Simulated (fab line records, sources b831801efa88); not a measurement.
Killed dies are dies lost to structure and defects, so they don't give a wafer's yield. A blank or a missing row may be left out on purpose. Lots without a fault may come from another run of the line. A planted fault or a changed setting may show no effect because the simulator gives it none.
A struck lot beside a sound one | flow gf180mcu | 15 steps out of a route of 602
Sound: wafers L378.1, L378.2, L378.3. Struck: wafer L382.4. (L382.3, L382.5 of the same lot were not struck and are left out.) The cause comes at the end.
At each step with rows: each side's tool, then ch and its chambers, then its first start. Under that, the readings that differ: sound wafers | struck wafers | difference of the means | sigmas: that difference in standard deviations of wafers without a fault.
alike: readings whose means differ by less than 2 such deviations, and words and numbers that are the same on both sides. not compared: withheld readings, readings that some wafer has no value for, bounds like >300 that may hide the same value, and numbers for which the record gives no deviation and whose values overlap.
The two part at a step that has a row with sigmas, a row that says differs or no value, or rows on one side only. Numbers that don't overlap but have no deviation are shown without sigmas and don't part them. A reading that every wafer of one side lacks parts them only if that side has two wafers or more.

first, 9 steps without rows for these wafers: GF_MIM_STRIP_21 (strips in post etch residue remover, time 1200 s); GF_MIM_CLEAN_22 (cleans in DIW); GF_M5_DEHYDRATE_00 (time 60 s); GF_M5_HMDS_01 (prime time 60 s); GF_M5_COAT_02 (resist thk 1000 nm); GF_M5_SOFTBAKE_03 (time 60 s); GF_M5_EXPOSE_04 (exposes mask Metal5, target cd 280 nm); GF_M5_PEB_05 (peb time 90 s); GF_M5_DEVELOP_06 (develop time 60 s).
GF_M5_CD_MEAS_07: target cd 280 nm.
  sound on cd_sem-01, day 26 08:36; struck on cd_sem-02, day 28 01:20
  alike: cd_nm
GF_M5_OVL_MEAS_08:
  sound on overlay-02, day 26 08:43; struck on overlay-01, day 28 01:26
  alike: M5_OVL
GF_M5_ETCH_09: etches Si3N4 in CF4/O2, target depth 52 nm, time 11.6 s.
  sound on rie_diel-02 ch 0,1,3, day 26 08:45; struck on rie_diel-02 ch 1, day 28 01:27
  reading                | sound  | struck | difference | sigmas
  rf_hours_counter_h (h) | 45 2 6 | 46     | +28        |
  alike: cf4_flow_sccm, drypump_motor_current_A, oes_product_au, throttle_valve_pct
GF_M5_METAL_ETCH_10: etches the open film in Cl2/BCl3, stops on SiO2, target depth 750.8 nm, time 125.1 s.
  sound on rie_metal-03 ch 0,1, day 26 08:47; struck on rie_metal-03 ch 1, day 28 01:31
  reading                             | sound                | struck | difference | sigmas
  oes_product_au (a.u.)               | 0.991 0.986 0.989    | 0.691  | -0.298     | -57
  throttle_valve_pct (%)              | 28.218 28.233 28.213 | 28.554 | +0.333     | +37
  model.KrF_of_M5_COAT_02.thk_nm (nm) | 650.7 653.7 649.2    | 796.5  | +145.3     |
  alike: drypump_motor_current_A
  not compared: rf_hours_counter_h
GF_M5_STRIP_11: strips in O2/N2.
  sound on plasma_asher-04 ch 0,1, day 26 08:55; struck on plasma_asher-04 ch 1, day 28 01:38
  reading                      | sound             | struck | difference | sigmas
  oes_product_au (a.u.)        | 0.520 0.522 0.521 | 0.578  | +0.057     | +11
  strip_time_to_endpoint_s (s) | 7.05 7.08 7.04    | 8.46   | +1.40      | +36
  alike: drypump_motor_current_A, heater_power_w
  not compared: rf_hours_counter_h
then, 1 step without rows for these wafers: GF_M5_STRIP_12 (strips in post etch residue remover, time 1200 s).

WHERE THEY PART
First at GF_M5_METAL_ETCH_10; last, within this record, at GF_M5_STRIP_11.

WHY: what the simulator had put in
Process parameter drift: rie_metal-03, from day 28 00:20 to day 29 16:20, at GF_M5_METAL_ETCH_10. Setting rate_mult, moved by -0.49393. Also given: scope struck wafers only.
